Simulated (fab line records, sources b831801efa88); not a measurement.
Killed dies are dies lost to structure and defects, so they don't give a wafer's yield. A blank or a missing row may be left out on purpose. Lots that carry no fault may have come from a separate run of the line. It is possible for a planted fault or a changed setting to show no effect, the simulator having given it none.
8D (eight disciplines) problem report, filled in by code :: flow gf180mcu :: the parts of the form that need people (team, actions taken, sign-off) are left out

== 1. THE ISSUE ==
Wafers without a fault read 1.007 a.u., standard deviation 0.016; oes-product-au at GF_STI_ETCH_14 reads a mean of 1.365 a.u. on 2 wafers belonging to 2 lots. Relative to the usual mean, that is a shift of +22 standard deviations.
The step: etches Si in HBr/Cl2/O2, target depth 360 nm, time 102.9 s.
The first sign was on wafer L419.2 at day 4 19:56, on rie-si-02. Wafers with a number at this step in the record: 33, from 11 lots. Rule for "out", or "out of limits": more than 4 standard deviations from the usual mean. The rest of the wafers with a number are treated as sound.

== 2. WHAT IT IS, WHAT IT ISN'T ==
question: which readings at this step
is: oes-product-au, throttle-valve-pct
is not: bias-w, drypump-motor-current-A

question: which lots
is: L419, L420
is not: L406, L408, L409, L410, L414, L421, L422, L423, L428

question: which wafers of those lots
is: L419.2, L420.2
is not: L419.1, L419.3, L420.1, L420.4

question: read on which tools
is: rie-si-02
is not: rie-si-01

question: when
is: from day 4 19:56
is not: up to then (17 sound wafers); but 14 sound wafers of L420, L421, L422, L423, L428 came after

== 3. WHAT RULES OUT EACH SUSPECT ==
Counting: a tool at a process step up to the reading stays a suspect if it ran every lot that is out. Sound lots after the first of them don't rule it out here, since some wafers of a struck lot are sound.
- rie-si-02 at GF_STI_ETCH_14 (etches Si in HBr/Cl2/O2, target depth 360 nm, time 102.9 s): kept. Ran every lot that is out, first one L419 (day 4 19:56); last sound lot up to then L414 (day 3 19:08). On those wafers its own readings are out: oes-product-au, throttle-valve-pct.
- At GF_STI_ETCH_14, inside rie-si-02: chamber 3 took the wafers that are out, while their sound lot-mates went through chambers 0, 1, 2.
Remaining after the count: rie-si-02 at GF_STI_ETCH_14.

== 4. THE CAUSE (what the simulator had put in) ==
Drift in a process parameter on rie-si-02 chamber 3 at GF_STI_ETCH_14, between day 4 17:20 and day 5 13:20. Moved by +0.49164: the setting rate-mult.
Counting left only this tool.

== 5. THE EFFECT CHAIN, in route order ==
Each row: a reading where the mean over the struck wafers with a number is more than 3 standard deviations away from the usual. Only readings for which the record gives a usual standard deviation are gone through. hours: the time from each lot's start at the first step in this table that gives one to its start at this step, as a median over the lots. sigmas: the change in usual standard deviations.
hours: 0
step: GF_STI_ETCH_14
reading: oes-product-au
usual: 1.007 a.u.
on struck wafers: 1.365
change: +0.358
sigmas: +22

hours: 0
step: GF_STI_ETCH_14
reading: throttle-valve-pct
usual: 25.651 %
on struck wafers: 25.410
change: -0.241
sigmas: -18

hours: 0
step: GF_STI_STRIP_15
reading: oes-product-au
usual: 0.382 a.u.
on struck wafers: 0.347
change: -0.035
sigmas: -7.2

hours: 0
step: GF_STI_STRIP_15
reading: strip-time-to-endpoint-s
usual: 3.69 s
on struck wafers: 2.97
change: -0.72
sigmas: -9.5

hours: 672
step: GF_PASSIVATION_PROBE_99
reading: killed_at_M0_to_M3
usual: 20
on struck wafers: 38
change: +18
sigmas: +3.9

hours: 672
step: GF_PASSIVATION_PROBE_99
reading: killed-dies
usual: 47
on struck wafers: 71
change: +24
sigmas: +3.6

hours: 672
step: GF_PASSIVATION_PROBE_99
reading: killed-open
usual: 26
on struck wafers: 44
change: +18
sigmas: +3.5
Here are the process steps it includes:
- GF_STI_ETCH_14: etches Si in HBr/Cl2/O2, target depth 360 nm, time 102.9 s.
- GF_STI_STRIP_15: strips in O2/N2.
- GF_PASSIVATION_PROBE_99
Later measuring or inspecting steps at which every struck wafer that the step has a row for has a number for every such reading, and none has moved that far: GF_LVPWELL_OVL_MEAS_07.

== 6. HOW IT WOULD HAVE BEEN CAUGHT EARLIER ==
The fault began at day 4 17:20; the first out-of-limits reading in this record came at day 4 19:56, 3 hours later.
